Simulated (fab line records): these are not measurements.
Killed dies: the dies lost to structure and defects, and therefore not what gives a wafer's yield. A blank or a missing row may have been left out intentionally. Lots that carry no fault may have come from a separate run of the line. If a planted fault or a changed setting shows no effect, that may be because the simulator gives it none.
fab line records	flow gf180mcu
[record] lots = 24	wafers = 72	last-day = 34
route steps=602 shown V1@349 V2@407 M3@413 M4@460
lots that met no fault: taken from a fault-free run of the same line
start-h: start of the lot's first displayed wafer, in hours after the record's first day	wait-h: hours elapsed since this lot's preceding step	" same as the row above	L1.1+2: several wafers, shown together as one row	- value missing, or start not given	* or withheld: withheld	< > ~ a bound
route shown NAME@n: a module of which the file shows steps, and the number in the route of the first	usual: the fault-free wafers' mean and standard deviation	same: alike in all rows	chamber/n: place in a boat	sites: the reading at each site	_std_site: how widely they spread, as a standard deviation	_edge_site: outer sites' mean less inner sites'	radius-mm: for every site, how far away it sits from the centre of the wafer	mask NAME#n: copy n	behind: the tool/chamber that last shaped the wafer	hold: the reason the lot was held/the length of the hold in hours/how it ended	device: whichever transistor did not switch (one of n, p or np)	end of line: the route-end tests of the same wafers	step lacking rows: just its recipe	killed: not the wafer's yield, but the dies lost to structure and defects at the first sort	map: a wafer's dies, x killed, . not, _ none there
set.NAME: the run value of the setting; set.NAME@STEP: its run value at that earlier step	model.NAME: the simulator's own value behind a step, which no gauge read
the route's steps for a sample of lots (tables are steps, rows are wafers)
services: when a tool's chamber went out of use (start-h, in hours from the record's first day, below 0 if earlier), for how many hours, and the reason
[[steps]]
[step GF_V1_CD_MEAS_14]
[recipe] target-cd-nm = 260
[usual] cd-nm = 260.4/1.1
lot.wafer	tool	chamber	start-h	wait-h	cd-nm
L074.2	cd-sem-02	-	405.79	0.1	261.0
L074.4	"	-	"	"	261.1
L074.6	"	-	"	"	260.8
L075.2	cd-sem-01	-	412.97	0.1	259.7
L075.3	"	-	"	"	259.6
L075.5	"	-	"	"	259.7
L076.2	cd-sem-01	-	424.52	0.1	263.2
L076.4	"	-	"	"	262.0
L076.6	"	-	"	"	261.0
L077.2	cd-sem-01	-	433.19	0.1	260.3
L077.3	"	-	"	"	260.4
L077.5	"	-	"	"	260.2
L078.2	cd-sem-01	-	449.32	0.1	261.7
L078.5	"	-	"	"	259.3
L078.6	"	-	"	"	260.2
L079.1	cd-sem-01	-	457.75	0.1	260.3
L079.2	"	-	"	"	259.8
L079.4	"	-	"	"	259.7
L080.1	cd-sem-01	-	465.70	0.1	260.8
L080.2	"	-	"	"	260.5
L080.6	"	-	"	"	260.1
L081.1	cd-sem-02	-	473.75	0.1	260.5
L081.2	"	-	"	"	260.8
L081.4	"	-	"	"	261.4
L082.1	cd-sem-01	-	481.02	0.1	258.8
L082.2	"	-	"	"	259.1
L082.5	"	-	"	"	259.8
L083.1	cd-sem-02	-	490.40	0.1	261.3
L083.5	"	-	"	"	260.5
L083.6	"	-	"	"	260.8
L084.2	cd-sem-02	-	498.17	0.1	259.9
L084.4	"	-	"	"	260.6
L084.6	"	-	"	"	261.4
L085.2	cd-sem-02	-	513.72	0.1	258.9
L085.4	"	-	"	"	257.9
L085.5	"	-	"	"	259.2
L086.2	cd-sem-02	-	517.52	0.1	261.6
L086.5	"	-	"	"	260.9
L086.6	"	-	"	"	261.9
L087.2	cd-sem-02	-	522.89	0.1	261.6
L087.4	"	-	"	"	261.8
L087.5	"	-	"	"	260.5
L088.1	cd-sem-02	-	536.69	0.1	260.7
L088.3	"	-	"	"	260.6
L088.5	"	-	"	"	260.1
L090.1	cd-sem-02	-	552.16	0.1	258.2
L090.2	"	-	"	"	259.4
L090.3	"	-	"	"	259.5
L089.1	cd-sem-01	-	553.40	0.1	260.5
L089.4	"	-	"	"	259.5
L089.6	"	-	"	"	259.5
L091.2	cd-sem-01	-	566.51	0.1	258.3
L091.3	"	-	"	"	257.5
L091.5	"	-	"	"	259.4
L092.1	cd-sem-01	-	569.31	0.2	260.5
L092.3	"	-	"	"	260.1
L092.6	"	-	"	"	261.1
L093.1	cd-sem-02	-	574.29	0.1	259.3
L093.5	"	-	"	"	258.6
L093.6	"	-	"	"	259.8
L094.1	cd-sem-02	-	583.81	0.1	261.7
L094.3	"	-	"	"	262.0
L094.6	"	-	"	"	262.6
L095.1	cd-sem-02	-	585.11	0.1	262.4
L095.3	"	-	"	"	261.9
L095.6	"	-	"	"	261.4
L096.1	cd-sem-02	-	597.94	0.1	260.5
L096.3	"	-	"	"	261.7
L096.6	"	-	"	"	260.8
L097.1	cd-sem-02	-	600.69	0.1	258.4
L097.4	"	-	"	"	259.2
L097.6	"	-	"	"	260.0
[step GF_V1_STRIP_18]
[recipe] chemistry = O2/N2	power-w = 1400	pressure-mtorr = 1500	platen-temp-c = 250	o2-flow-sccm = 3000	n2-flow-sccm = 300	overash-fraction = 0.5
[usual] drypump-motor-current-A = 6.07/0.24	heater-power-w = 327/57	oes-product-au = 0.593/0.0049
lot.wafer	tool	chamber	start-h	wait-h	drypump-motor-current-A	heater-power-w	oes-product-au	rf-hours-counter-h
L074.2	plasma-asher-01	0	406.05	-	6.12	341	0.601	79
L074.4	"	1	"	"	6.10	275	0.591	-
L074.6	"	0	"	"	6.10	346	0.600	-
L075.2	plasma-asher-01	1	413.24	-	6.10	272	0.590	79
L075.3	"	1	"	"	6.10	273	0.594	-
L075.5	"	1	"	"	6.10	272	0.590	-
L076.2	plasma-asher-01	1	424.78	-	6.11	283	0.594	81
L076.4	"	1	"	"	6.09	264	0.593	-
L076.6	"	0	"	"	6.11	335	0.594	-
L077.2	plasma-asher-04	0	433.45	-	5.76	430	0.597	0
L077.3	"	0	"	"	5.79	425	0.593	-
L077.5	"	1	"	"	5.93	300	0.593	-
L078.2	plasma-asher-04	1	449.58	-	5.92	290	0.598	2
L078.5	"	1	"	"	5.92	297	0.596	-
L078.6	"	0	"	"	5.76	429	0.589	-
L079.1	plasma-asher-04	0	458.03	-	5.76	432	0.595	3
L079.2	"	1	"	"	5.90	293	0.588	3
L079.4	"	0	"	"	5.78	416	0.592	-
L080.1	plasma-asher-01	1	465.98	-	6.08	273	0.592	85
L080.2	"	0	"	"	6.10	336	0.594	85
L080.6	"	0	"	"	6.11	340	0.594	-
L081.1	plasma-asher-03	1	474.03	-	6.60	298	0.596	68
L081.2	"	0	"	"	6.43	291	0.596	68
L081.4	"	1	"	"	6.60	298	0.591	-
L082.1	plasma-asher-04	0	481.30	-	5.79	430	0.592	5
L082.2	"	1	"	"	5.90	291	0.603	5
L082.5	"	1	"	"	5.93	291	0.597	-
L083.1	plasma-asher-01	0	490.75	-	6.11	341	0.585	87
L083.5	"	0	"	"	6.09	337	0.596	-
L083.6	"	1	"	"	6.10	275	0.600	-
L084.2	plasma-asher-01	0	498.43	-	6.11	339	0.592	88
L084.4	"	0	"	"	6.10	342	0.592	-
L084.6	"	0	"	"	6.12	341	0.595	-
L085.2	plasma-asher-01	0	513.98	-	6.11	341	0.591	90
L085.4	"	1	"	"	6.10	270	0.593	-
L085.5	"	1	"	"	6.12	281	0.600	-
L086.2	plasma-asher-03	1	517.78	-	6.61	298	0.586	73
L086.5	"	1	"	"	6.62	306	0.596	-
L086.6	"	0	"	"	6.41	298	0.590	-
L087.2	plasma-asher-04	0	523.15	-	5.77	435	0.595	10
L087.4	"	1	"	"	5.93	287	0.600	-
L087.5	"	1	"	"	5.91	288	0.590	-
L088.1	plasma-asher-03	1	536.98	-	6.60	298	0.593	75
L088.3	"	1	"	"	6.65	293	0.585	-
L088.5	"	1	"	"	6.63	301	0.597	-
L090.1	plasma-asher-04	1	552.45	-	5.92	290	0.600	13
L090.2	"	0	"	"	5.80	427	0.589	13
L090.3	"	0	"	"	5.79	433	0.591	-
L089.1	plasma-asher-04	1	553.68	-	5.92	293	0.598	13
L089.4	"	1	"	"	5.92	287	0.596	-
L089.6	"	1	"	"	5.91	293	0.591	-
L091.2	plasma-asher-01	1	566.78	-	6.09	267	0.596	95
L091.3	"	1	"	"	6.11	280	0.593	-
L091.5	"	0	"	"	6.09	343	0.594	-
L092.1	plasma-asher-04	1	569.60	-	5.90	296	0.596	15
L092.3	"	1	"	"	5.92	287	0.593	-
L092.6	"	1	"	"	5.91	295	0.594	-
L093.1	plasma-asher-01	1	574.58	-	6.08	279	0.581	96
L093.5	"	1	"	"	6.10	281	0.598	-
L093.6	"	0	"	"	6.10	339	0.585	-
L094.1	plasma-asher-03	0	584.10	-	6.39	289	0.590	80
L094.3	"	0	"	"	6.41	293	0.590	-
L094.6	"	0	"	"	6.41	292	0.596	-
L095.1	plasma-asher-01	1	585.40	-	6.08	278	0.596	97
L095.3	"	1	"	"	6.10	269	0.612	-
L095.6	"	0	"	"	6.11	341	0.593	-
L096.1	plasma-asher-04	0	598.23	-	5.77	439	0.598	18
L096.3	"	0	"	"	5.79	428	0.594	-
L096.6	"	0	"	"	5.79	434	0.594	-
L097.1	plasma-asher-04	0	600.98	-	5.78	419	0.598	18
L097.4	"	1	"	"	5.94	290	0.591	-
L097.6	"	0	"	"	5.76	429	0.608	-
[step GF_V2_THK_MEAS_25]
[recipe] thk-meas-gauge = xrf	reads = W_of_V2_CVD_23
[usual] V2_W_THK = 347/7.1
lot.wafer	tool	chamber	start-h	wait-h	V2_W_THK[nm]
L074.2	film-metro-02	-	458.56	0.1	339
L074.4	"	-	"	"	338
L074.6	"	-	"	"	349
L075.2	film-metro-04	-	464.93	0.1	363
L075.3	"	-	"	"	360
L075.5	"	-	"	"	343
L076.2	film-metro-04	-	476.03	0.1	356
L076.4	"	-	"	"	361
L076.6	"	-	"	"	356
L077.2	film-metro-02	-	486.26	0.1	341
L077.3	"	-	"	"	345
L077.5	"	-	"	"	357
L078.2	film-metro-04	-	501.28	0.1	342
L078.5	"	-	"	"	345
L078.6	"	-	"	"	363
L079.1	film-metro-01	-	509.04	0.1	330
L079.2	"	-	"	"	349
L079.4	"	-	"	"	328
L080.1	film-metro-02	-	516.93	0.1	340
L080.2	"	-	"	"	357
L080.6	"	-	"	"	343
L081.1	film-metro-04	-	524.68	0.1	337
L081.2	"	-	"	"	350
L081.4	"	-	"	"	333
L082.1	film-metro-02	-	532.88	0.1	348
L082.2	"	-	"	"	345
L082.5	"	-	"	"	341
L083.1	film-metro-01	-	540.97	0.1	348
L083.5	"	-	"	"	349
L083.6	"	-	"	"	347
L084.2	film-metro-02	-	550.01	0.1	346
L084.4	"	-	"	"	349
L084.6	"	-	"	"	332
L085.2	film-metro-04	-	562.78	0.1	350
L085.4	"	-	"	"	350
L085.5	"	-	"	"	351
L086.2	film-metro-01	-	567.24	0.1	347
L086.5	"	-	"	"	348
L086.6	"	-	"	"	346
L087.2	film-metro-01	-	572.18	0.1	349
L087.4	"	-	"	"	350
L087.5	"	-	"	"	348
L088.1	film-metro-04	-	584.85	0.1	349
L088.3	"	-	"	"	348
L088.5	"	-	"	"	337
L090.1	film-metro-04	-	601.17	0.1	343
L090.2	"	-	"	"	348
L090.3	"	-	"	"	346
L089.1	film-metro-02	-	601.53	0.1	348
L089.4	"	-	"	"	348
L089.6	"	-	"	"	346
L091.2	film-metro-02	-	613.74	0.1	346
L091.3	"	-	"	"	332
L091.5	"	-	"	"	353
L092.1	film-metro-04	-	616.25	0.1	337
L092.3	"	-	"	"	346
L092.6	"	-	"	"	356
L093.1	film-metro-04	-	623.51	0.1	353
L093.5	"	-	"	"	347
L093.6	"	-	"	"	334
L094.1	film-metro-04	-	630.48	0.1	350
L094.3	"	-	"	"	348
L094.6	"	-	"	"	345
L095.1	film-metro-02	-	630.98	0.1	336
L095.3	"	-	"	"	347
L095.6	"	-	"	"	339
L096.1	film-metro-02	-	643.66	0.1	351
L096.3	"	-	"	"	341
L096.6	"	-	"	"	347
L097.1	film-metro-04	-	646.15	0.1	348
L097.4	"	-	"	"	352
L097.6	"	-	"	"	350
[step GF_M3_SPUTTER_04]
[recipe] material = TiN	target-thk-nm = 50	power-w = 6642	time-s = 41.7	chamber-pressure-pa = 0.4
[usual] throttle-valve-pct = 29.9/0.9
[same] time-s = 41.7
lot.wafer	tool	chamber	start-h	wait-h	throttle-valve-pct
L074.2	pvd-sputter-01	-	459.09	0.0	30.2
L074.4	"	-	"	"	30.6
L074.6	"	-	"	"	30.2
L075.2	pvd-sputter-01	-	465.46	0.0	30.1
L075.3	"	-	"	"	30.2
L075.5	"	-	"	"	30.4
L076.2	pvd-sputter-01	-	476.56	0.0	30.1
L076.4	"	-	"	"	29.9
L076.6	"	-	"	"	29.9
L077.2	pvd-sputter-01	-	486.79	0.0	30.3
L077.3	"	-	"	"	29.8
L077.5	"	-	"	"	30.3
L078.2	pvd-sputter-02	-	501.81	0.0	32.3
L078.5	"	-	"	"	30.2
L078.6	"	-	"	"	29.8
L079.1	pvd-sputter-03	-	509.58	0.0	31.1
L079.2	"	-	"	"	28.7
L079.4	"	-	"	"	28.9
L080.1	pvd-sputter-03	-	517.47	0.0	29.3
L080.2	"	-	"	"	28.3
L080.6	"	-	"	"	29.2
L081.1	pvd-sputter-01	-	525.22	0.0	30.0
L081.2	"	-	"	"	30.2
L081.4	"	-	"	"	30.0
L082.1	pvd-sputter-03	-	533.42	0.0	29.3
L082.2	"	-	"	"	28.5
L082.5	"	-	"	"	29.4
L083.1	pvd-sputter-02	-	541.51	0.0	28.9
L083.5	"	-	"	"	32.2
L083.6	"	-	"	"	30.1
L084.2	pvd-sputter-03	-	550.54	0.0	28.9
L084.4	"	-	"	"	30.9
L084.6	"	-	"	"	29.0
L085.2	pvd-sputter-02	-	563.35	0.0	30.1
L085.4	"	-	"	"	30.0
L085.5	"	-	"	"	30.3
L086.2	pvd-sputter-01	-	567.77	0.0	30.3
L086.5	"	-	"	"	30.3
L086.6	"	-	"	"	30.1
L087.2	pvd-sputter-01	-	576.64	0.0	30.3
L087.4	"	-	"	"	30.0
L087.5	"	-	"	"	30.3
L088.1	pvd-sputter-01	-	585.39	0.0	30.4
L088.3	"	-	"	"	29.9
L088.5	"	-	"	"	30.1
L090.1	pvd-sputter-02	-	601.79	0.0	28.8
L090.2	"	-	"	"	30.1
L090.3	"	-	"	"	32.5
L089.1	pvd-sputter-01	-	602.07	0.0	30.2
L089.4	"	-	"	"	30.4
L089.6	"	-	"	"	30.4
L091.2	pvd-sputter-03	-	614.27	0.0	28.6
L091.3	"	-	"	"	29.0
L091.5	"	-	"	"	28.4
L092.1	pvd-sputter-01	-	616.79	0.0	29.7
L092.3	"	-	"	"	30.0
L092.6	"	-	"	"	29.9
L093.1	pvd-sputter-02	-	624.05	0.0	30.2
L093.5	"	-	"	"	29.0
L093.6	"	-	"	"	29.7
L094.1	pvd-sputter-03	-	631.02	0.0	28.5
L094.3	"	-	"	"	29.3
L094.6	"	-	"	"	31.0
L095.1	pvd-sputter-01	-	631.52	0.0	30.2
L095.3	"	-	"	"	29.5
L095.6	"	-	"	"	30.1
L096.1	pvd-sputter-03	-	644.21	0.0	31.0
L096.3	"	-	"	"	28.5
L096.6	"	-	"	"	28.3
L097.1	pvd-sputter-03	-	646.69	0.0	31.2
L097.4	"	-	"	"	29.0
L097.6	"	-	"	"	29.1
[step GF_M4_SPUTTER_04]
[recipe] material = TiN	target-thk-nm = 50	power-w = 6500	time-s = 41.7	chamber-pressure-pa = 0.4
[usual] throttle-valve-pct = 29.7/0.75
[same] time-s = 41.7
lot.wafer	tool	chamber	start-h	wait-h	throttle-valve-pct
L074.2	pvd-sputter-04	-	509.24	0.0	29.0
L074.4	"	-	"	"	29.9
L074.6	"	-	"	"	28.8
L075.2	pvd-sputter-01	-	516.10	0.0	30.3
L075.3	"	-	"	"	30.2
L075.5	"	-	"	"	30.2
L076.2	pvd-sputter-03	-	526.15	0.0	28.9
L076.4	"	-	"	"	29.2
L076.6	"	-	"	"	29.1
L077.2	pvd-sputter-01	-	535.52	0.0	29.5
L077.3	"	-	"	"	30.0
L077.5	"	-	"	"	29.7
L078.2	pvd-sputter-01	-	551.26	0.0	29.8
L078.5	"	-	"	"	30.0
L078.6	"	-	"	"	30.2
L079.1	pvd-sputter-03	-	558.50	0.0	29.3
L079.2	"	-	"	"	29.3
L079.4	"	-	"	"	28.1
L080.1	pvd-sputter-03	-	566.14	0.0	29.0
L080.2	"	-	"	"	28.4
L080.6	"	-	"	"	29.2
L081.1	pvd-sputter-04	-	577.77	0.0	29.4
L081.2	"	-	"	"	28.7
L081.4	"	-	"	"	29.8
L082.1	pvd-sputter-04	-	581.67	0.0	30.0
L082.2	"	-	"	"	28.8
L082.5	"	-	"	"	29.5
L083.1	pvd-sputter-03	-	587.99	0.0	29.0
L083.5	"	-	"	"	30.9
L083.6	"	-	"	"	29.5
L084.2	pvd-sputter-01	-	600.02	0.0	29.6
L084.4	"	-	"	"	29.7
L084.6	"	-	"	"	30.1
L085.2	pvd-sputter-01	-	608.60	0.0	30.4
L085.4	"	-	"	"	30.1
L085.5	"	-	"	"	30.2
L086.2	pvd-sputter-04	-	613.52	0.0	28.9
L086.5	"	-	"	"	29.4
L086.6	"	-	"	"	30.0
L087.2	pvd-sputter-04	-	621.26	0.0	29.9
L087.4	"	-	"	"	28.6
L087.5	"	-	"	"	29.2
L088.1	pvd-sputter-03	-	630.20	0.0	30.9
L088.3	"	-	"	"	29.0
L088.5	"	-	"	"	29.0
L090.1	pvd-sputter-04	-	645.89	0.0	29.7
L090.2	"	-	"	"	28.9
L090.3	"	-	"	"	28.4
L089.1	pvd-sputter-01	-	647.14	0.0	30.2
L089.4	"	-	"	"	29.8
L089.6	"	-	"	"	29.8
L091.2	pvd-sputter-03	-	658.47	0.0	28.1
L091.3	"	-	"	"	29.7
L091.5	"	-	"	"	28.6
L092.1	pvd-sputter-03	-	660.16	0.0	31.2
L092.3	"	-	"	"	29.2
L092.6	"	-	"	"	29.4
L093.1	pvd-sputter-03	-	667.00	0.0	28.9
L093.5	"	-	"	"	31.3
L093.6	"	-	"	"	29.6
L094.1	pvd-sputter-01	-	674.05	0.0	30.4
L094.3	"	-	"	"	29.7
L094.6	"	-	"	"	30.4
L095.1	pvd-sputter-04	-	674.33	0.0	29.9
L095.3	"	-	"	"	28.7
L095.6	"	-	"	"	28.3
L096.1	pvd-sputter-01	-	685.91	0.0	29.8
L096.3	"	-	"	"	30.3
L096.6	"	-	"	"	30.3
L097.1	pvd-sputter-03	-	688.03	0.0	30.9
L097.4	"	-	"	"	29.1
L097.6	"	-	"	"	31.2
[step GF_M4_THK_MEAS_06]
[recipe] thk-meas-gauge = xrf	reads = AlCu_of_M4_SPUTTER_02
[usual] M4_ALCU_THK = 440/6.7
lot.wafer	tool	chamber	start-h	wait-h	M4_ALCU_THK[nm]
L074.2	film-metro-03	-	509.41	0.1	457
L074.4	"	-	"	"	450
L074.6	"	-	"	"	450
L075.2	film-metro-03	-	516.27	0.1	443
L075.3	"	-	"	"	435
L075.5	"	-	"	"	438
L076.2	film-metro-04	-	526.31	0.1	448
L076.4	"	-	"	"	447
L076.6	"	-	"	"	447
L077.2	film-metro-04	-	535.69	0.1	433
L077.3	"	-	"	"	434
L077.5	"	-	"	"	434
L078.2	film-metro-04	-	551.43	0.1	419
L078.5	"	-	"	"	427
L078.6	"	-	"	"	428
L079.1	film-metro-01	-	558.66	0.1	437
L079.2	"	-	"	"	436
L079.4	"	-	"	"	434
L080.1	film-metro-03	-	566.30	0.1	443
L080.2	"	-	"	"	443
L080.6	"	-	"	"	444
L081.1	film-metro-01	-	577.93	0.1	439
L081.2	"	-	"	"	439
L081.4	"	-	"	"	439
L082.1	film-metro-04	-	581.83	0.1	449
L082.2	"	-	"	"	446
L082.5	"	-	"	"	446
L083.1	film-metro-01	-	588.15	0.1	435
L083.5	"	-	"	"	432
L083.6	"	-	"	"	435
L084.2	film-metro-01	-	600.19	0.1	436
L084.4	"	-	"	"	432
L084.6	"	-	"	"	435
L085.2	film-metro-01	-	608.77	0.1	430
L085.4	"	-	"	"	430
L085.5	"	-	"	"	432
L086.2	film-metro-01	-	613.69	0.1	441
L086.5	"	-	"	"	443
L086.6	"	-	"	"	452
L087.2	film-metro-04	-	621.44	0.1	444
L087.4	"	-	"	"	439
L087.5	"	-	"	"	443
L088.1	film-metro-03	-	630.36	0.1	442
L088.3	"	-	"	"	435
L088.5	"	-	"	"	435
L089.1	film-metro-01	-	647.30	0.1	435
L089.4	"	-	"	"	432
L089.6	"	-	"	"	434
L091.2	film-metro-01	-	658.64	0.1	437
L091.3	"	-	"	"	443
L091.5	"	-	"	"	441
L092.1	film-metro-01	-	660.32	0.1	431
L092.3	"	-	"	"	436
L092.6	"	-	"	"	436
L090.1	film-metro-03	-	660.80	14.8	450
L090.2	"	-	"	"	451
L090.3	"	-	"	"	447
L093.1	film-metro-04	-	667.16	0.1	437
L093.5	"	-	"	"	440
L093.6	"	-	"	"	441
L094.1	film-metro-03	-	674.21	0.1	438
L094.3	"	-	"	"	435
L094.6	"	-	"	"	441
L095.1	film-metro-04	-	674.49	0.1	447
L095.3	"	-	"	"	443
L095.6	"	-	"	"	449
L096.1	film-metro-03	-	686.07	0.1	441
L096.3	"	-	"	"	444
L096.6	"	-	"	"	445
L097.1	film-metro-01	-	688.19	0.1	440
L097.4	"	-	"	"	439
L097.6	"	-	"	"	438
[[services]]
tool	chamber	start-h	hours	kind
pvd-sputter-01	-	392.43	2.8	repair
pvd-sputter-03	-	402.42	23.9	repair
pvd-sputter-04	-	402.93	3.2	repair
pvd-sputter-01	0	416.76	-	consumable-replace:kit
pvd-sputter-01	0	416.76	18.0	scheduled-down
pvd-sputter-01	0	416.76	18.0	vent-cycle
plasma-asher-04	-	421.25	9.0	pm
plasma-asher-04	0	421.25	9.0	vent-cycle
pvd-sputter-03	-	497.74	0.7	repair
pvd-sputter-03	-	499.97	1.3	repair
pvd-sputter-04	-	509.58	9.4	repair
plasma-asher-01	-	522.07	3.6	repair
plasma-asher-04	-	543.57	1.5	repair
pvd-sputter-01	-	551.39	0.6	repair
pvd-sputter-01	-	564.39	0.5	repair
pvd-sputter-03	-	574.31	8.6	repair
pvd-sputter-01	3	586.94	-	consumable-replace:kit
pvd-sputter-01	3	586.94	18.0	scheduled-down
pvd-sputter-01	3	586.94	18.0	vent-cycle
pvd-sputter-03	2	602.43	-	consumable-replace:kit
pvd-sputter-03	2	602.43	18.0	scheduled-down
pvd-sputter-03	2	602.43	18.0	vent-cycle
plasma-asher-03	-	674.52	3.8	repair
pvd-sputter-04	-	678.86	2.9	repair
[[key]]
fault none
